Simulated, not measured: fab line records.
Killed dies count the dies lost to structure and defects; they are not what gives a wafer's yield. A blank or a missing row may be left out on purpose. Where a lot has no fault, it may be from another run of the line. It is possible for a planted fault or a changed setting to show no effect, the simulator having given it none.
Struck lot and sound lot, side by side / flow gf180mcu / 28 out of 602 route steps
Sound: the wafers L107.3, L107.4, L107.5. The struck wafers were L106.2, L106.3, L106.6. The cause is named last.
Each step with rows lists, per side, the tool, then ch with its chambers, then its first start. Under that, the readings that differ: sound wafers / struck wafers / difference of the means / sigmas: that difference in standard deviations of wafers without a fault.
alike: a reading whose means differ by less than 2 such deviations, as well as words and numbers matching on both sides. not compared: withheld readings; readings where some wafer has no value; bounds like >300 that might hide an equal value; numbers whose values overlap and for which the record gives no deviation.
Wherever a step has rows on one side only, a row that says differs or no value, or a row with sigmas, the two part there. When numbers do not overlap yet have no deviation, they are printed without sigmas and do not part them. A reading missing from all wafers of one side parts the sides only when that side holds two or more wafers.

first, 4 steps without rows for these wafers: GF_M4_SOFTBAKE_10 (time 60 s); GF_M4_EXPOSE_11 (exposes mask Metal4, target cd 280 nm); GF_M4_PEB_12 (peb time 90 s); GF_M4_DEVELOP_13 (develop time 60 s).
GF_M4_CD_MEAS_14: the cd target is 280 nm.
  sound: cd-sem-01 at day 29 18:56; struck: cd-sem-02 at day 29 15:01
  alike: cd-nm
GF_M4_OVL_MEAS_15:
  sound: overlay-02 at day 29 19:01; struck: overlay-02 at day 29 15:07
  alike: M4_OVL
GF_M4_METAL_ETCH_16: etches the open film in Cl2/BCl3, stops on SiO2, target depth 627.5 nm, time 104.6 s.
  sound on rie-metal-01 ch 0,1, day 29 19:05; struck on rie-metal-03 ch 0,1, day 29 15:09
  alike: drypump-motor-current-A, oes-product-au, throttle-valve-pct
  not compared: rf-hours-counter-h
GF_M4_STRIP_17: strips in O2/N2.
  sound on plasma-asher-03 ch 0,1, day 29 19:11; struck on plasma-asher-03 ch 0,1, day 29 15:16
  alike: drypump-motor-current-A, heater-power-w, oes-product-au, strip-time-to-endpoint-s
  not compared: rf-hours-counter-h
then, 3 steps without rows for these wafers: GF_M4_STRIP_18 (strips in post etch residue remover, time 1200 s); GF_M4_CLEAN_19 (cleans in DIW); GF_V4_CVD_00 (deposits SiO2, target thk 600 nm, time 100 s).
GF_V4_THK_MEAS_01:
  sound: film-metro-02 at day 29 20:13; struck: film-metro-01 at day 29 15:53
  alike: V4_CVD_00_THK
GF_V4_CVD_02: deposits SiO2 from TEOS, target thk 850 nm, time 94.851 s.
  sound on pecvd-02 ch 1,2, day 29 20:15; struck on pecvd-01 ch 1,2, day 29 15:56
  no value came back on the struck wafers for heater-power-outer-w (W), heater-power-w (W); on the sound wafers heater-power-outer-w (W) reads 446 325 377
GF_V4_CMP_04: polishes SiO2.
  sound on cmp-01 ch 0,1, day 29 20:23; struck on cmp-01 ch 1,2,3, day 29 16:13
reading=time-to-endpoint-s (s); sound=74 93 82; struck=- - -; difference=no value on the struck wafers; sigmas=
  alike: motor-current-A
GF_V4_BOW_MEAS_05:
  sound: film-metro-04 at day 29 20:43; struck: film-metro-01 at day 29 16:26
  alike: V4_BOW
then, 8 steps without rows for these wafers: GF_V4_DEHYDRATE_06 (time 60 s); GF_V4_HMDS_07 (prime time 60 s); GF_V4_COAT_08; GF_V4_COAT_09 (resist thk 1000 nm); GF_V4_SOFTBAKE_10 (time 60 s); GF_V4_EXPOSE_11 (exposes mask Via4, target cd 260 nm); GF_V4_PEB_12 (peb time 90 s); GF_V4_DEVELOP_13 (develop time 60 s).
GF_V4_CD_MEAS_14: the cd target is 260 nm.
  sound: cd-sem-01 at day 30 14:53; struck: cd-sem-02 at day 30 10:52
  alike: cd-nm
GF_V4_OVL_MEAS_15:
  sound: overlay-02 at day 30 14:58; struck: overlay-02 at day 30 10:58
  alike: V4_OVL
GF_V4_ETCH_16: etches BARC in N2/H2.
  sound on rie-diel-01 ch 0,1,2, day 30 14:59; struck on rie-diel-01 ch 0,2,3, day 30 10:59
  alike: drypump-motor-current-A, oes-product-au, throttle-valve-pct
GF_V4_ETCH_17: etches SiO2 in C4F8/O2/Ar, stops on TiN, target depth 630 nm.
  sound: rie-diel-01 ch 0,1,2; struck: rie-diel-01 ch 0,2,3
reading=oes-product-au (a.u.); sound=0.860 0.861 0.856; struck=0.832 0.834 0.832; difference=-0.026; sigmas=-6
reading=model.V4.feature-depth-nm (nm); sound=632.5 634.1 631.1; struck=602 611.5 602.4; difference=-27; sigmas=
reading=model.etch.depth-nm (nm); sound=632.5 634.1 631.1; struck=602 611.5 602.4; difference=-27; sigmas=
GF_V4_STRIP_18: strips in O2/N2.
  sound on plasma-asher-02 ch 0,1, day 30 15:10; struck on plasma-asher-02 ch 1, day 30 11:07
  alike: drypump-motor-current-A, heater-power-w, oes-product-au
  not compared: rf-hours-counter-h

WHERE THEY PART
Last at GF_V4_ETCH_17 as far as this record goes, first at GF_V4_CVD_02. Later steps at which nothing parts them and some readings are alike: GF_V4_STRIP_18.

WHY: the cause the simulator had injected
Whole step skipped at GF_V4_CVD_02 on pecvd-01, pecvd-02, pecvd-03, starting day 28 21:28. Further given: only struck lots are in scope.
